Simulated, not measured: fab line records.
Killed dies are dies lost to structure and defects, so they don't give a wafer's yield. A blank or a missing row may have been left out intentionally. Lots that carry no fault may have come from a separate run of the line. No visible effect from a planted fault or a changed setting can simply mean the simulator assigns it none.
The tool behind it: which one? :: flow sky130 :: 24 lots with 72 wafers sampled at 6 steps, on a route of 708 steps

## WHAT EACH GAUGE READ, for each wafer
SKY_VIA2_OVL_MEAS_13. Usual: VIA2_OVL 0 nm, standard deviation 5.6.
lot: L075
measured: day 37 16:17
on: overlay-01
VIA2_OVL (nm): -13 -11 -6
flag: 

lot: L074
measured: day 37 18:44
on: overlay-02
VIA2_OVL (nm): 6 -2 -3
flag: 

lot: L076
measured: day 37 22:26
on: overlay-02
VIA2_OVL (nm): -1 0 -3
flag: 

lot: L077
measured: day 37 23:05
on: overlay-01
VIA2_OVL (nm): -2 -5 1
flag: 

lot: L078
measured: day 38 07:33
on: overlay-02
VIA2_OVL (nm): 4 7 -5
flag: 

lot: L079
measured: day 38 16:58
on: overlay-02
VIA2_OVL (nm): -8 -1 -4
flag: 

lot: L080
measured: day 39 00:55
on: overlay-01
VIA2_OVL (nm): -4 4 8
flag: 

lot: L081
measured: day 39 03:20
on: overlay-02
VIA2_OVL (nm): 0 9 -3
flag: 

lot: L082
measured: day 39 03:32
on: overlay-01
VIA2_OVL (nm): -6 -7 -6
flag: 

lot: L083
measured: day 39 12:41
on: overlay-01
VIA2_OVL (nm): -4 -3 -7
flag: 

lot: L084
measured: day 39 23:27
on: overlay-01
VIA2_OVL (nm): -2 -8 -2
flag: 

lot: L085
measured: day 40 04:43
on: overlay-02
VIA2_OVL (nm): -7 -9 -4
flag: 

lot: L086
measured: day 40 07:42
on: overlay-02
VIA2_OVL (nm): 0 3 -3
flag: 

lot: L087
measured: day 40 11:29
on: overlay-02
VIA2_OVL (nm): 8 2 14
flag: 

lot: L088
measured: day 40 23:14
on: overlay-01
VIA2_OVL (nm): 12 11 5
flag: 

lot: L089
measured: day 41 01:06
on: overlay-02
VIA2_OVL (nm): 3 3 4
flag: 

lot: L090
measured: day 41 06:29
on: overlay-01
VIA2_OVL (nm): -3 0 5
flag: 

lot: L091
measured: day 41 11:47
on: overlay-01
VIA2_OVL (nm): -7 -11 1
flag: 

lot: L092
measured: day 41 22:09
on: overlay-01
VIA2_OVL (nm): 2 6 4
flag: 

lot: L093
measured: day 42 05:53
on: overlay-01
VIA2_OVL (nm): 6 1 3
flag: 

lot: L094
measured: day 42 15:10
on: overlay-02
VIA2_OVL (nm): -1 4 6
flag: 

lot: L095
measured: day 43 00:08
on: overlay-01
VIA2_OVL (nm): 4 6 -3
flag: 

lot: L097
measured: day 43 02:29
on: overlay-01
VIA2_OVL (nm): 12 11 3
flag: 

lot: L096
measured: day 43 06:47
on: overlay-02
VIA2_OVL (nm): 4 9 -1
flag: 

SKY_VIA3_BOW_MEAS_03. Usual: VIA3_BOW 79 um, standard deviation 8.7.
lot: L075
measured: day 39 22:23
on: film_metro-03
VIA3_BOW (um): 74 67 79
flag: 

lot: L074
measured: day 39 23:46
on: film_metro-01
VIA3_BOW (um): 70 75 65
flag: 

lot: L076
measured: day 40 04:02
on: film_metro-03
VIA3_BOW (um): 69 81 87
flag: 

lot: L077
measured: day 40 04:31
on: film_metro-04
VIA3_BOW (um): 80 75 64
flag: 

lot: L078
measured: day 40 12:22
on: film_metro-03
VIA3_BOW (um): 89 82 77
flag: 

lot: L079
measured: day 40 22:36
on: film_metro-01
VIA3_BOW (um): 76 72 82
flag: 

lot: L080
measured: day 41 07:15
on: film_metro-04
VIA3_BOW (um): 81 73 78
flag: 

lot: L081
measured: day 41 10:15
on: film_metro-04
VIA3_BOW (um): 73 56 73
flag: 

lot: L082
measured: day 41 09:47
on: film_metro-04
VIA3_BOW (um): 90 70 76
flag: 

lot: L083
measured: day 41 17:47
on: film_metro-03
VIA3_BOW (um): 85 77 94
flag: 

lot: L084
measured: day 42 04:07
on: film_metro-04
VIA3_BOW (um): 84 78 84
flag: 

lot: L085
measured: day 42 08:57
on: film_metro-04
VIA3_BOW (um): 72 78 77
flag: 

lot: L086
measured: day 42 12:21
on: film_metro-03
VIA3_BOW (um): 64 70 77
flag: 

lot: L087
measured: day 42 15:49
on: film_metro-01
VIA3_BOW (um): 80 72 72
flag: 

lot: L088
measured: day 43 02:17
on: film_metro-04
VIA3_BOW (um): 89 87 99
flag: 

lot: L089
measured: day 43 04:33
on: film_metro-01
VIA3_BOW (um): 79 73 84
flag: 

lot: L090
measured: day 43 09:49
on: film_metro-01
VIA3_BOW (um): 84 90 79
flag: 

lot: L091
measured: day 43 14:40
on: film_metro-01
VIA3_BOW (um): 71 78 74
flag: 

lot: L092
measured: day 44 00:15
on: film_metro-04
VIA3_BOW (um): 87 84 81
flag: 

lot: L093
measured: day 44 09:13
on: film_metro-01
VIA3_BOW (um): 67 68 68
flag: 

lot: L094
measured: day 44 17:29
on: film_metro-04
VIA3_BOW (um): 86 65 83
flag: 

lot: L095
measured: day 45 00:58
on: film_metro-01
VIA3_BOW (um): 99 103 86
flag: 

lot: L097
measured: day 45 04:17
on: film_metro-03
VIA3_BOW (um): 99 81 87
flag: 

lot: L096
measured: day 45 09:14
on: film_metro-04
VIA3_BOW (um): 79 81 86
flag: 

SKY_METAL5_RS_MEAS_05: measurement is done with a four-point probe. Usual: METAL5_ALCU_RS 0.02695 ohm/sq, standard deviation 0.00027.
lot: L075
measured: day 44 01:08
on: film_metro-01
METAL5_ALCU_RS (ohm/sq): 0.02687 0.02657 0.02682
flag: 

lot: L074
measured: day 44 04:15
on: film_metro-01
METAL5_ALCU_RS (ohm/sq): 0.02668 0.02717 0.02677
flag: 

lot: L076
measured: day 44 08:28
on: film_metro-02
METAL5_ALCU_RS (ohm/sq): 0.02712 0.02714 0.02687
flag: 

lot: L077
measured: day 44 09:44
on: film_metro-04
METAL5_ALCU_RS (ohm/sq): 0.02662 0.0267 0.02662
flag: 

lot: L078
measured: day 44 16:48
on: film_metro-02
METAL5_ALCU_RS (ohm/sq): 0.02669 0.02697 0.0269
flag: 

lot: L079
measured: day 44 23:04
on: film_metro-01
METAL5_ALCU_RS (ohm/sq): 0.02738 0.02689 0.02717
flag: 

lot: L080
measured: day 45 11:14
on: film_metro-04
METAL5_ALCU_RS (ohm/sq): 0.02711 0.0268 0.02717
flag: 

lot: L081
measured: day 45 12:10
on: film_metro-02
METAL5_ALCU_RS (ohm/sq): 0.02697 0.02688 0.02684
flag: 

lot: L082
measured: day 45 12:10
on: film_metro-04
METAL5_ALCU_RS (ohm/sq): 0.027 0.02701 0.02657
flag: 

lot: L083
measured: day 45 19:57
on: film_metro-02
METAL5_ALCU_RS (ohm/sq): 0.02695 0.02682 0.02694
flag: 

lot: L084
measured: day 46 03:38
on: film_metro-01
METAL5_ALCU_RS (ohm/sq): 0.0268 0.02695 0.02686
flag: 

lot: L085
measured: day 46 10:10
on: film_metro-02
METAL5_ALCU_RS (ohm/sq): 0.02718 0.02729 0.02723
flag: 

lot: L086
measured: day 46 12:18
on: film_metro-01
METAL5_ALCU_RS (ohm/sq): 0.02748 0.02773 0.02759
flag: 

lot: L087
measured: day 46 14:13
on: film_metro-01
METAL5_ALCU_RS (ohm/sq): 0.02713 0.02722 0.02731
flag: 

lot: L088
measured: day 46 21:24
on: film_metro-02
METAL5_ALCU_RS (ohm/sq): 0.02726 0.02726 0.02744
flag: 

lot: L089
measured: day 47 02:17
on: film_metro-02
METAL5_ALCU_RS (ohm/sq): 0.02694 0.02732 0.02716
flag: 

lot: L090
measured: day 47 06:58
on: film_metro-01
METAL5_ALCU_RS (ohm/sq): 0.02674 0.02682 0.02684
flag: 

lot: L091
measured: day 47 11:59
on: film_metro-02
METAL5_ALCU_RS (ohm/sq): 0.02707 0.02686 0.02699
flag: 

lot: L092
measured: day 47 18:40
on: film_metro-02
METAL5_ALCU_RS (ohm/sq): 0.0272 0.0271 0.02688
flag: 

lot: L093
measured: day 48 03:02
on: film_metro-02
METAL5_ALCU_RS (ohm/sq): 0.02654 0.02651 0.0267
flag: 

lot: L094
measured: day 48 10:45
on: film_metro-01
METAL5_ALCU_RS (ohm/sq): 0.02659 0.02693 0.02689
flag: 

lot: L095
measured: day 48 15:19
on: film_metro-04
METAL5_ALCU_RS (ohm/sq): 0.02686 0.02672 0.02694
flag: 

lot: L097
measured: day 48 19:25
on: film_metro-04
METAL5_ALCU_RS (ohm/sq): 0.02669 0.02688 0.02701
flag: 

lot: L096
measured: day 49 00:05
on: film_metro-04
METAL5_ALCU_RS (ohm/sq): 0.0266 0.0268 0.02676
flag: 

## WHAT TOOL EACH LOT RAN ON (gives the tool, then ch and the chambers of the sampled wafers, and finally the start)
lot: L075
SKY_VIA1_SPUTTER_20: pvd_sputter-03, day 35 08:35
SKY_CAPM_STRIP_14: plasma_asher-01 ch 0, day 38 19:10
SKY_METAL5_SPUTTER_01: pvd_sputter-04, day 44 00:58

lot: L074
SKY_VIA1_SPUTTER_20: pvd_sputter-01, day 35 10:16
SKY_CAPM_STRIP_14: plasma_asher-03 ch 0, day 38 20:55
SKY_METAL5_SPUTTER_01: pvd_sputter-01, day 44 04:07

lot: L076
SKY_VIA1_SPUTTER_20: pvd_sputter-02, day 35 13:05
SKY_CAPM_STRIP_14: plasma_asher-04 ch 0,1, day 39 00:50
SKY_METAL5_SPUTTER_01: pvd_sputter-01, day 44 08:19

lot: L077
SKY_VIA1_SPUTTER_20: pvd_sputter-01, day 35 14:53
SKY_CAPM_STRIP_14: plasma_asher-03 ch 0,1, day 39 01:07
SKY_METAL5_SPUTTER_01: pvd_sputter-04, day 44 09:34

lot: L078
SKY_VIA1_SPUTTER_20: pvd_sputter-01, day 35 23:58
SKY_CAPM_STRIP_14: plasma_asher-04 ch 0,1, day 39 09:11
SKY_METAL5_SPUTTER_01: pvd_sputter-04, day 44 16:40

lot: L079
SKY_VIA1_SPUTTER_20: pvd_sputter-03, day 36 09:40
SKY_CAPM_STRIP_14: plasma_asher-03 ch 0,1, day 39 19:53
SKY_METAL5_SPUTTER_01: pvd_sputter-01, day 44 22:54

lot: L080
SKY_VIA1_SPUTTER_20: pvd_sputter-02, day 36 18:05
SKY_CAPM_STRIP_14: plasma_asher-01 ch 0,1, day 40 04:15
SKY_METAL5_SPUTTER_01: pvd_sputter-03, day 45 11:05

lot: L081
SKY_VIA1_SPUTTER_20: pvd_sputter-01, day 36 20:32
SKY_CAPM_STRIP_14: plasma_asher-01 ch 0, day 40 07:02
SKY_METAL5_SPUTTER_01: pvd_sputter-04, day 45 12:00

lot: L082
SKY_VIA1_SPUTTER_20: pvd_sputter-03, day 36 20:57
SKY_CAPM_STRIP_14: plasma_asher-04 ch 0,1, day 40 07:13
SKY_METAL5_SPUTTER_01: pvd_sputter-01, day 45 12:02

lot: L083
SKY_VIA1_SPUTTER_20: pvd_sputter-02, day 37 06:56
SKY_CAPM_STRIP_14: plasma_asher-04 ch 0,1, day 40 15:13
SKY_METAL5_SPUTTER_01: pvd_sputter-04, day 45 19:47

lot: L084
SKY_VIA1_SPUTTER_20: pvd_sputter-01, day 37 19:00
SKY_CAPM_STRIP_14: plasma_asher-03 ch 0,1, day 41 02:00
SKY_METAL5_SPUTTER_01: pvd_sputter-03, day 46 03:30

lot: L085
SKY_VIA1_SPUTTER_20: pvd_sputter-02, day 38 00:23
SKY_CAPM_STRIP_14: plasma_asher-01 ch 0,1, day 41 06:47
SKY_METAL5_SPUTTER_01: pvd_sputter-01, day 46 10:01

lot: L086
SKY_VIA1_SPUTTER_20: pvd_sputter-03, day 38 03:47
SKY_CAPM_STRIP_14: plasma_asher-03 ch 0,1, day 41 09:53
SKY_METAL5_SPUTTER_01: pvd_sputter-03, day 46 12:07

lot: L087
SKY_VIA1_SPUTTER_20: pvd_sputter-03, day 38 07:55
SKY_CAPM_STRIP_14: plasma_asher-04 ch 0,1, day 41 13:21
SKY_METAL5_SPUTTER_01: pvd_sputter-01, day 46 14:04

lot: L088
SKY_VIA1_SPUTTER_20: pvd_sputter-02, day 38 19:21
SKY_CAPM_STRIP_14: plasma_asher-01 ch 0, day 42 00:50
SKY_METAL5_SPUTTER_01: pvd_sputter-01, day 46 21:14

lot: L089
SKY_VIA1_SPUTTER_20: pvd_sputter-02, day 38 21:28
SKY_CAPM_STRIP_14: plasma_asher-03 ch 0,1, day 42 02:41
SKY_METAL5_SPUTTER_01: pvd_sputter-01, day 47 02:08

lot: L090
SKY_VIA1_SPUTTER_20: pvd_sputter-03, day 39 01:50
SKY_CAPM_STRIP_14: plasma_asher-04 ch 0,1, day 42 07:47
SKY_METAL5_SPUTTER_01: pvd_sputter-01, day 47 06:49

lot: L091
SKY_VIA1_SPUTTER_20: pvd_sputter-02, day 39 07:58
SKY_CAPM_STRIP_14: plasma_asher-04 ch 0,1, day 42 12:58
SKY_METAL5_SPUTTER_01: pvd_sputter-03, day 47 11:49

lot: L092
SKY_VIA1_SPUTTER_20: pvd_sputter-02, day 39 19:12
SKY_CAPM_STRIP_14: plasma_asher-01 ch 0,1, day 42 22:28
SKY_METAL5_SPUTTER_01: pvd_sputter-03, day 47 18:31

lot: L093
SKY_VIA1_SPUTTER_20: pvd_sputter-02, day 40 03:17
SKY_CAPM_STRIP_14: plasma_asher-01 ch 0,1, day 43 07:13
SKY_METAL5_SPUTTER_01: pvd_sputter-04, day 48 02:52

lot: L094
SKY_VIA1_SPUTTER_20: pvd_sputter-01, day 40 13:53
SKY_CAPM_STRIP_14: plasma_asher-04 ch 0,1, day 43 15:52
SKY_METAL5_SPUTTER_01: pvd_sputter-04, day 48 10:36

lot: L095
SKY_VIA1_SPUTTER_20: pvd_sputter-01, day 40 23:17
SKY_CAPM_STRIP_14: plasma_asher-04 ch 0,1, day 44 00:56
SKY_METAL5_SPUTTER_01: pvd_sputter-01, day 48 15:09

lot: L097
SKY_VIA1_SPUTTER_20: pvd_sputter-02, day 41 00:59
SKY_CAPM_STRIP_14: plasma_asher-03 ch 0,1, day 44 04:03
SKY_METAL5_SPUTTER_01: pvd_sputter-01, day 48 19:15

lot: L096
SKY_VIA1_SPUTTER_20: pvd_sputter-02, day 41 05:09
SKY_CAPM_STRIP_14: plasma_asher-01 ch 0,1, day 44 08:48
SKY_METAL5_SPUTTER_01: pvd_sputter-01, day 48 23:56
- SKY_VIA1_SPUTTER_20: material TiN, target thk 20 nm, time 80 s.
- SKY_CAPM_STRIP_14: strips in O2/N2.
- SKY_METAL5_SPUTTER_01: material TiN, target thk 20 nm, time 16.7 s.

## AS READ BY THE TOOLS THEMSELVES (means over the sampled wafers that have a number; for cases with no such wafer, the mark the record gives instead)
SKY_VIA1_SPUTTER_20. Usual: throttle_valve_pct at 30.2 %, with a standard deviation of 1.1.
lot: L075
tool: pvd_sputter-03
throttle_valve_pct (%): 30.9
flag: 

lot: L074
tool: pvd_sputter-01
throttle_valve_pct (%): 29.5
flag: 

lot: L076
tool: pvd_sputter-02
throttle_valve_pct (%): 30.6
flag: 

lot: L077
tool: pvd_sputter-01
throttle_valve_pct (%): 29.9
flag: 

lot: L078
tool: pvd_sputter-01
throttle_valve_pct (%): 30.4
flag: 

lot: L079
tool: pvd_sputter-03
throttle_valve_pct (%): 30.9
flag: 

lot: L080
tool: pvd_sputter-02
throttle_valve_pct (%): 30.1
flag: 

lot: L081
tool: pvd_sputter-01
throttle_valve_pct (%): 30.2
flag: 

lot: L082
tool: pvd_sputter-03
throttle_valve_pct (%): 30.7
flag: 

lot: L083
tool: pvd_sputter-02
throttle_valve_pct (%): 30.1
flag: 

lot: L084
tool: pvd_sputter-01
throttle_valve_pct (%): 30.1
flag: 

lot: L085
tool: pvd_sputter-02
throttle_valve_pct (%): 30.7
flag: 

lot: L086
tool: pvd_sputter-03
throttle_valve_pct (%): 30.2
flag: 

lot: L087
tool: pvd_sputter-03
throttle_valve_pct (%): 30.9
flag: 

lot: L088
tool: pvd_sputter-02
throttle_valve_pct (%): 30.6
flag: 

lot: L089
tool: pvd_sputter-02
throttle_valve_pct (%): 30.1
flag: 

lot: L090
tool: pvd_sputter-03
throttle_valve_pct (%): 31.0
flag: 

lot: L091
tool: pvd_sputter-02
throttle_valve_pct (%): 29.6
flag: 

lot: L092
tool: pvd_sputter-02
throttle_valve_pct (%): 30.0
flag: 

lot: L093
tool: pvd_sputter-02
throttle_valve_pct (%): 29.0
flag: 

lot: L094
tool: pvd_sputter-01
throttle_valve_pct (%): 30.1
flag: 

lot: L095
tool: pvd_sputter-01
throttle_valve_pct (%): 29.8
flag: 

lot: L097
tool: pvd_sputter-02
throttle_valve_pct (%): 29.8
flag: 

lot: L096
tool: pvd_sputter-02
throttle_valve_pct (%): 30.0
flag: 

SKY_CAPM_STRIP_14. Usual: drypump_motor_current_A 5.8 A, standard deviation 0.35; n2_flow_sccm 299.9 sccm, standard deviation 0.87; oes_product_au 0.711 a.u., standard deviation 0.0045; strip_time_to_endpoint_s 12.68 s, standard deviation 0.048.
lot: L075
tool: plasma_asher-01
drypump_motor_current_A (A): 5.2
n2_flow_sccm (sccm): 298.8
oes_product_au (a.u.): 0.709
strip_time_to_endpoint_s (s): 12.67
flag: 

lot: L074
tool: plasma_asher-03
drypump_motor_current_A (A): 5.6
n2_flow_sccm (sccm): 300.2
oes_product_au (a.u.): 0.707
strip_time_to_endpoint_s (s): 12.72
flag: 

lot: L076
tool: plasma_asher-04
drypump_motor_current_A (A): 6.2
n2_flow_sccm (sccm): 301.2
oes_product_au (a.u.): 0.708
strip_time_to_endpoint_s (s): 12.67
flag: 

lot: L077
tool: plasma_asher-03
drypump_motor_current_A (A): 5.6
n2_flow_sccm (sccm): 299.6
oes_product_au (a.u.): 0.714
strip_time_to_endpoint_s (s): 12.68
flag: 

lot: L078
tool: plasma_asher-04
drypump_motor_current_A (A): 6.2
n2_flow_sccm (sccm): 299.4
oes_product_au (a.u.): 0.716
strip_time_to_endpoint_s (s): 12.61
flag: 

lot: L079
tool: plasma_asher-03
drypump_motor_current_A (A): 5.6
n2_flow_sccm (sccm): 300.2
oes_product_au (a.u.): 0.709
strip_time_to_endpoint_s (s): 12.65
flag: 

lot: L080
tool: plasma_asher-01
drypump_motor_current_A (A): 5.4
n2_flow_sccm (sccm): 300.1
oes_product_au (a.u.): 0.711
strip_time_to_endpoint_s (s): 12.70
flag: 

lot: L081
tool: plasma_asher-01
drypump_motor_current_A (A): 5.2
n2_flow_sccm (sccm): 299.8
oes_product_au (a.u.): 0.710
strip_time_to_endpoint_s (s): 12.76
flag: 

lot: L082
tool: plasma_asher-04
drypump_motor_current_A (A): 6.2
n2_flow_sccm (sccm): 300.3
oes_product_au (a.u.): 0.715
strip_time_to_endpoint_s (s): 12.71
flag: 

lot: L083
tool: plasma_asher-04
drypump_motor_current_A (A): 6.2
n2_flow_sccm (sccm): 299.8
oes_product_au (a.u.): 0.713
strip_time_to_endpoint_s (s): 12.68
flag: 

lot: L084
tool: plasma_asher-03
drypump_motor_current_A (A): 5.6
n2_flow_sccm (sccm): 299.8
oes_product_au (a.u.): 0.710
strip_time_to_endpoint_s (s): 12.70
flag: 

lot: L085
tool: plasma_asher-01
drypump_motor_current_A (A): 5.4
n2_flow_sccm (sccm): 299.4
oes_product_au (a.u.): 0.708
strip_time_to_endpoint_s (s): 12.62
flag: 

lot: L086
tool: plasma_asher-03
drypump_motor_current_A (A): 5.7
n2_flow_sccm (sccm): 300.3
oes_product_au (a.u.): 0.711
strip_time_to_endpoint_s (s): 12.64
flag: 

lot: L087
tool: plasma_asher-04
drypump_motor_current_A (A): 6.2
n2_flow_sccm (sccm): 299.9
oes_product_au (a.u.): 0.709
strip_time_to_endpoint_s (s): 12.65
flag: 

lot: L088
tool: plasma_asher-01
drypump_motor_current_A (A): 5.2
n2_flow_sccm (sccm): 300.5
oes_product_au (a.u.): 0.712
strip_time_to_endpoint_s (s): 12.69
flag: 

lot: L089
tool: plasma_asher-03
drypump_motor_current_A (A): 5.6
n2_flow_sccm (sccm): 299.5
oes_product_au (a.u.): 0.712
strip_time_to_endpoint_s (s): 12.68
flag: 

lot: L090
tool: plasma_asher-04
drypump_motor_current_A (A): 6.0
n2_flow_sccm (sccm): 298.8
oes_product_au (a.u.): 0.711
strip_time_to_endpoint_s (s): 12.63
flag: 

lot: L091
tool: plasma_asher-04
drypump_motor_current_A (A): 6.2
n2_flow_sccm (sccm): 299.1
oes_product_au (a.u.): 0.707
strip_time_to_endpoint_s (s): 12.67
flag: 

lot: L092
tool: plasma_asher-01
drypump_motor_current_A (A): 5.4
n2_flow_sccm (sccm): 300.4
oes_product_au (a.u.): 0.711
strip_time_to_endpoint_s (s): 12.77
flag: 

lot: L093
tool: plasma_asher-01
drypump_motor_current_A (A): 5.5
n2_flow_sccm (sccm): 298.8
oes_product_au (a.u.): 0.707
strip_time_to_endpoint_s (s): 12.64
flag: 

lot: L094
tool: plasma_asher-04
drypump_motor_current_A (A): 6.2
n2_flow_sccm (sccm): 300.4
oes_product_au (a.u.): 0.713
strip_time_to_endpoint_s (s): 12.71
flag: 

lot: L095
tool: plasma_asher-04
drypump_motor_current_A (A): 6.1
n2_flow_sccm (sccm): 299.7
oes_product_au (a.u.): 0.708
strip_time_to_endpoint_s (s): 12.69
flag: 

lot: L097
tool: plasma_asher-03
drypump_motor_current_A (A): 5.6
n2_flow_sccm (sccm): 299.3
oes_product_au (a.u.): 0.713
strip_time_to_endpoint_s (s): 12.72
flag: 

lot: L096
tool: plasma_asher-01
drypump_motor_current_A (A): 5.4
n2_flow_sccm (sccm): 300.5
oes_product_au (a.u.): 0.711
strip_time_to_endpoint_s (s): 12.60
flag: 

SKY_METAL5_SPUTTER_01. Usual: throttle_valve_pct at 30.2 %, with a standard deviation of 0.88.
lot: L075
tool: pvd_sputter-04
throttle_valve_pct (%): 30.4
flag: 

lot: L074
tool: pvd_sputter-01
throttle_valve_pct (%): 30.3
flag: 

lot: L076
tool: pvd_sputter-01
throttle_valve_pct (%): 30.8
flag: 

lot: L077
tool: pvd_sputter-04
throttle_valve_pct (%): 29.7
flag: 

lot: L078
tool: pvd_sputter-04
throttle_valve_pct (%): 30.1
flag: 

lot: L079
tool: pvd_sputter-01
throttle_valve_pct (%): 29.9
flag: 

lot: L080
tool: pvd_sputter-03
throttle_valve_pct (%): 31.5
flag: 

lot: L081
tool: pvd_sputter-04
throttle_valve_pct (%): 30.1
flag: 

lot: L082
tool: pvd_sputter-01
throttle_valve_pct (%): 31.0
flag: 

lot: L083
tool: pvd_sputter-04
throttle_valve_pct (%): 29.7
flag: 

lot: L084
tool: pvd_sputter-03
throttle_valve_pct (%): 30.6
flag: 

lot: L085
tool: pvd_sputter-01
throttle_valve_pct (%): 30.3
flag: 

lot: L086
tool: pvd_sputter-03
throttle_valve_pct (%): 31.0
flag: 

lot: L087
tool: pvd_sputter-01
throttle_valve_pct (%): 29.7
flag: 

lot: L088
tool: pvd_sputter-01
throttle_valve_pct (%): 29.6
flag: 

lot: L089
tool: pvd_sputter-01
throttle_valve_pct (%): 30.8
flag: 

lot: L090
tool: pvd_sputter-01
throttle_valve_pct (%): 30.5
flag: 

lot: L091
tool: pvd_sputter-03
throttle_valve_pct (%): 31.0
flag: 

lot: L092
tool: pvd_sputter-03
throttle_valve_pct (%): 30.2
flag: 

lot: L093
tool: pvd_sputter-04
throttle_valve_pct (%): 29.7
flag: 

lot: L094
tool: pvd_sputter-04
throttle_valve_pct (%): 30.0
flag: 

lot: L095
tool: pvd_sputter-01
throttle_valve_pct (%): 29.6
flag: 

lot: L097
tool: pvd_sputter-01
throttle_valve_pct (%): 29.4
flag: 

lot: L096
tool: pvd_sputter-01
throttle_valve_pct (%): 29.6
flag: 

## THE ANSWER, worked out from the rows above alone
Rule: lot off if the mean of its wafers having a number is beyond 3 standard deviations from the usual mean. A lot without any number at a reading at which 4 lots or more have one is off too. Any other lot the step has rows for is counted as sound. After the gauges, taken in route order, come the tools' own readings; for these a lot's mean is taken, as printed above. At the first step where some lot is off, the reading lying furthest off is the one used; lots without a number count as furthest.
Nothing can be told from this: no lot is off at any reading shown.

## WHAT HAD BEEN PUT IN BY THE SIMULATOR
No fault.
